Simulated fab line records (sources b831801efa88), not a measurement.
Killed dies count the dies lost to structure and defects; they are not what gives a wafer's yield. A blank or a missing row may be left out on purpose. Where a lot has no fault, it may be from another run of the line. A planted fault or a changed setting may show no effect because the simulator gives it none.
Which tool did it? + flow sfq line + 14 lots, 41 wafers sampled, at 6 steps of a route of 325

## WHAT EACH GAUGE READ, for each wafer
No reading from a measuring or inspecting step in the record can be judged against a usual standard deviation.

## EACH LOT AND THE TOOL THAT RAN IT (in order: tool; ch and the chambers of the sampled wafers; start)
| lot  | SFQ_TRILAYER_M1_DEP_SPUTTER_037 | SFQ_TRILAYER_I4_CMP_CMP_100   | SFQ_TRILAYER_I4_METRO_MEASURE_101 | SFQ_TRILAYER_I4_VIA_ETCH_VIA_ETCH_106 | SFQ_TRILAYER_JJ_TRILAYER_DEP_SPUTTER_109 | SFQ_TRILAYER_JJ_TRILAYER_DEP_SPUTTER_112 |
|------|---------------------------------|-------------------------------|-----------------------------------|---------------------------------------|------------------------------------------|------------------------------------------|
| L365 | pvd sputter-05, day 11 00:49    | cmp-02 ch 0,1,3, day 41 18:07 | film metro-01, day 41 21:14       | rie diel-04 ch 0,2, day 47 13:02      | pvd sputter-03, day 47 13:58             | pvd sputter-03, day 47 15:03             |
| L366 | pvd sputter-05, day 11 04:34    | cmp-01 ch 0,2,3, day 41 19:14 | film metro-04, day 41 22:22       | rie diel-02 ch 0,1,3, day 47 14:14    | pvd sputter-05, day 47 15:11             | pvd sputter-05, day 47 16:16             |
| L367 | pvd sputter-05, day 11 08:11    | cmp-02 ch 0,2,3, day 41 22:07 | film metro-01, day 42 00:26       | rie diel-01 ch 0,2, day 47 17:50      | pvd sputter-03, day 47 18:46             | pvd sputter-03, day 47 19:51             |
| L368 | pvd sputter-05, day 11 14:10    | cmp-02 ch 0,2, day 42 09:37   | film metro-04, day 42 12:38       | rie diel-04 ch 0,2,3, day 48 08:14    | pvd sputter-03, day 48 09:10             | pvd sputter-03, day 48 10:15             |
| L370 | pvd sputter-06, day 12 06:58    | cmp-02 ch 0,2,3, day 42 19:07 | film metro-04, day 42 21:50       | rie diel-01 ch 1,2,3, day 48 17:54    | pvd sputter-06, day 48 18:46             | pvd sputter-06, day 48 19:51             |
| L371 | pvd sputter-03, day 12 10:34    | cmp-01 ch 0,2,3, day 42 20:47 | film metro-01, day 42 23:18       | rie diel-04 ch 0,2,3, day 48 20:14    | pvd sputter-05, day 48 21:10             | pvd sputter-05, day 48 22:15             |
| L372 | pvd sputter-03, day 12 14:10    | cmp-02 ch 1,2, day 42 21:37   | film metro-04, day 43 00:26       | rie diel-02 ch 0,1,3, day 48 22:38    | pvd sputter-06, day 48 23:34             | pvd sputter-06, day 49 00:39             |
| L373 | pvd sputter-03, day 12 17:46    | cmp-01 ch 0,2,3, day 42 22:47 | film metro-02, day 43 02:06       | rie diel-01 ch 0,1,2, day 48 23:50    | pvd sputter-05, day 49 00:46             | pvd sputter-05, day 49 01:51             |
| L375 | pvd sputter-06, day 13 07:44    | cmp-02 ch 0,2, day 43 03:37   | film metro-02, day 43 06:14       | rie diel-01 ch 2,3, day 49 07:02      | pvd sputter-03, day 49 07:58             | pvd sputter-03, day 49 09:03             |
| L376 | pvd sputter-05, day 14 20:56    | cmp-02 ch 0,1,2, day 43 07:37 | film metro-02, day 43 09:26       | rie diel-04 ch 0,1, day 49 08:52      | pvd sputter-06, day 49 09:47             | pvd sputter-06, day 49 10:53             |
| L377 | pvd sputter-03, day 15 05:21    | cmp-01 ch 1,2,3, day 51 04:30 | film metro-02, day 51 07:37       | rie diel-04 ch 0,1,3, day 51 11:08    | pvd sputter-05, day 51 12:04             | pvd sputter-05, day 51 13:09             |
| L384 | pvd sputter-06, day 18 16:31    | cmp-01 ch 1,2, day 56 03:25   | film metro-01, day 56 06:32       | rie diel-02 ch 0,2, day 56 17:19      | pvd sputter-06, day 56 18:14             | pvd sputter-06, day 56 19:20             |
| L385 | pvd sputter-06, day 18 23:35    | cmp-01 ch 0,2, day 56 16:55   | film metro-02, day 56 18:56       | rie diel-01 ch 0,3, day 61 07:50      | pvd sputter-05, day 61 08:46             | pvd sputter-05, day 61 09:51             |
| L386 | pvd sputter-03, day 19 12:46    | cmp-02 ch 0,1,2, day 56 20:35 | film metro-02, day 56 23:13       | rie diel-02 ch 0,3, day 61 12:38      | pvd sputter-03, day 61 13:34             | pvd sputter-03, day 61 14:39             |
- SFQ_TRILAYER_M1_DEP_SPUTTER_037: material Nb, target thk 200 nm, time 133.3 s.
- SFQ_TRILAYER_I4_CMP_CMP_100: polishes SiO2.
- SFQ_TRILAYER_I4_METRO_MEASURE_101
- SFQ_TRILAYER_I4_VIA_ETCH_VIA_ETCH_106: etches SiO2 in CHF3, stops on Nb, target depth 260 nm.
- SFQ_TRILAYER_JJ_TRILAYER_DEP_SPUTTER_109: material Nb, target thk 150 nm, time 100 s.
- SFQ_TRILAYER_JJ_TRILAYER_DEP_SPUTTER_112: material Nb, target thk 170 nm, time 113.3 s.

## WHAT THE TOOLS THEMSELVES READ (means of the sampled wafers that have a number; where no wafer has one, the mark that the record gives instead)
SFQ_TRILAYER_M1_DEP_SPUTTER_037. Usual: throttle valve pct reads 30.2 % (standard deviation 1.1).
| lot  | tool           | throttle valve pct (%) | flag |
|------|----------------|------------------------|------|
| L365 | pvd sputter-05 | 30.2                   |      |
| L366 | pvd sputter-05 | 30.2                   |      |
| L367 | pvd sputter-05 | 30.4                   |      |
| L368 | pvd sputter-05 | 30.6                   |      |
| L370 | pvd sputter-06 | 29.2                   |      |
| L371 | pvd sputter-03 | 31.5                   |      |
| L372 | pvd sputter-03 | 29.6                   |      |
| L373 | pvd sputter-03 | 30.7                   |      |
| L375 | pvd sputter-06 | 29.3                   |      |
| L376 | pvd sputter-05 | 29.8                   |      |
| L377 | pvd sputter-03 | 31.1                   |      |
| L384 | pvd sputter-06 | 29.3                   |      |
| L385 | pvd sputter-06 | 29.1                   |      |
| L386 | pvd sputter-03 | 30.8                   |      |

SFQ_TRILAYER_I4_CMP_CMP_100. Usual: motor current A 10.6 A, standard deviation 1; time to endpoint s 215 s, standard deviation 7.2.
| lot  | tool   | motor current A (A) | time to endpoint s (s) | flag |
|------|--------|---------------------|------------------------|------|
| L365 | cmp-02 | 10.0                | 215                    |      |
| L366 | cmp-01 | 11.0                | 210                    |      |
| L367 | cmp-02 | 9.5                 | 214                    |      |
| L368 | cmp-02 | 9.3                 | 207                    |      |
| L370 | cmp-02 | 9.7                 | 217                    |      |
| L371 | cmp-01 | 10.7                | 219                    |      |
| L372 | cmp-02 | 10.5                | 201                    |      |
| L373 | cmp-01 | 11.0                | 217                    |      |
| L375 | cmp-02 | 9.0                 | 206                    |      |
| L376 | cmp-02 | 9.9                 | 207                    |      |
| L377 | cmp-01 | 11.2                | 219                    |      |
| L384 | cmp-01 | 11.3                | 224                    |      |
| L385 | cmp-01 | 10.9                | 223                    |      |
| L386 | cmp-02 | 9.9                 | 208                    |      |

SFQ_TRILAYER_I4_METRO_MEASURE_101. Usual: thk nm reads 199.7 nm (standard deviation 0.86).
| lot  | tool          | thk nm (nm) | flag |
|------|---------------|-------------|------|
| L365 | film metro-01 | 199.1       |      |
| L366 | film metro-04 | 201.1       |      |
| L367 | film metro-01 | 198.8       |      |
| L368 | film metro-04 | 199.6       |      |
| L370 | film metro-04 | 200.1       |      |
| L371 | film metro-01 | 200.2       |      |
| L372 | film metro-04 | 199.1       |      |
| L373 | film metro-02 | 200.3       |      |
| L375 | film metro-02 | 201.2       |      |
| L376 | film metro-02 | 200.5       |      |
| L377 | film metro-02 | 199.5       |      |
| L384 | film metro-01 | 193.0       | OFF  |
| L385 | film metro-02 | 188.9       | OFF  |
| L386 | film metro-02 | 200.1       |      |

SFQ_TRILAYER_I4_VIA_ETCH_VIA_ETCH_106. Usual: drypump motor current A 5.7 A, standard deviation 0.57; oes product au 0.854 a.u., standard deviation 0.0051.
| lot  | tool        | drypump motor current A (A) | oes product au (a.u.) | flag |
|------|-------------|-----------------------------|-----------------------|------|
| L365 | rie diel-04 | 5.6                         | 0.857                 |      |
| L366 | rie diel-02 | 5.7                         | 0.863                 |      |
| L367 | rie diel-01 | 5.7                         | 0.849                 |      |
| L368 | rie diel-04 | 5.8                         | 0.855                 |      |
| L370 | rie diel-01 | 5.6                         | 0.856                 |      |
| L371 | rie diel-04 | 5.8                         | 0.853                 |      |
| L372 | rie diel-02 | 5.7                         | 0.851                 |      |
| L373 | rie diel-01 | 5.4                         | 0.856                 |      |
| L375 | rie diel-01 | 6.0                         | 0.860                 |      |
| L376 | rie diel-04 | 5.8                         | 0.854                 |      |
| L377 | rie diel-04 | 6.0                         | 0.848                 |      |
| L384 | rie diel-02 | 5.8                         | 0.841                 |      |
| L385 | rie diel-01 | 6.1                         | 0.825                 | OFF  |
| L386 | rie diel-02 | 6.2                         | 0.859                 |      |

SFQ_TRILAYER_JJ_TRILAYER_DEP_SPUTTER_109. Usual: throttle valve pct reads 30.3 % (standard deviation 1.1).
| lot  | tool           | throttle valve pct (%) | flag |
|------|----------------|------------------------|------|
| L365 | pvd sputter-03 | 30.1                   |      |
| L366 | pvd sputter-05 | 30.4                   |      |
| L367 | pvd sputter-03 | 31.2                   |      |
| L368 | pvd sputter-03 | 31.2                   |      |
| L370 | pvd sputter-06 | 29.3                   |      |
| L371 | pvd sputter-05 | 29.8                   |      |
| L372 | pvd sputter-06 | 30.2                   |      |
| L373 | pvd sputter-05 | 30.3                   |      |
| L375 | pvd sputter-03 | 30.1                   |      |
| L376 | pvd sputter-06 | 29.3                   |      |
| L377 | pvd sputter-05 | 30.4                   |      |
| L384 | pvd sputter-06 | 29.2                   |      |
| L385 | pvd sputter-05 | 30.6                   |      |
| L386 | pvd sputter-03 | 30.5                   |      |

SFQ_TRILAYER_JJ_TRILAYER_DEP_SPUTTER_112. Usual: throttle valve pct reads 30.3 % (standard deviation 1.1).
| lot  | tool           | throttle valve pct (%) | flag |
|------|----------------|------------------------|------|
| L365 | pvd sputter-03 | 30.1                   |      |
| L366 | pvd sputter-05 | 30.5                   |      |
| L367 | pvd sputter-03 | 31.3                   |      |
| L368 | pvd sputter-03 | 31.2                   |      |
| L370 | pvd sputter-06 | 29.5                   |      |
| L371 | pvd sputter-05 | 29.8                   |      |
| L372 | pvd sputter-06 | 30.3                   |      |
| L373 | pvd sputter-05 | 30.4                   |      |
| L375 | pvd sputter-03 | 30.2                   |      |
| L376 | pvd sputter-06 | 29.5                   |      |
| L377 | pvd sputter-05 | 30.4                   |      |
| L384 | pvd sputter-06 | 29.2                   |      |
| L385 | pvd sputter-05 | 30.8                   |      |
| L386 | pvd sputter-03 | 30.5                   |      |

## THE ANSWER, worked out from the rows above alone
Rule: a lot counts as off when the mean over its wafers that have a number is more than 3 standard deviations away from the usual mean. Also off: a lot with no number at a reading for which 4 or more lots have one. Where the step has rows for the other lots, those lots are counted as sound. The gauges are gone through in route order, then the tools' own readings, and for those a lot's mean is taken as printed above. The first step at which some lot is off is used, and at that step the reading that is off furthest; a lot without a number counts as furthest.
Off: L384, L385 (SFQ_TRILAYER_I4_METRO_MEASURE_101, thk nm).
A tool fits if, at that step or a process step before it, it ran every lot that is off, and no sound lot after the first of them. This does not decide it: 2 tools fit, namely pvd sputter-06 at SFQ_TRILAYER_M1_DEP_SPUTTER_037 and cmp-01 at SFQ_TRILAYER_I4_CMP_CMP_100.

## WHAT THE SIMULATOR HAD PUT IN
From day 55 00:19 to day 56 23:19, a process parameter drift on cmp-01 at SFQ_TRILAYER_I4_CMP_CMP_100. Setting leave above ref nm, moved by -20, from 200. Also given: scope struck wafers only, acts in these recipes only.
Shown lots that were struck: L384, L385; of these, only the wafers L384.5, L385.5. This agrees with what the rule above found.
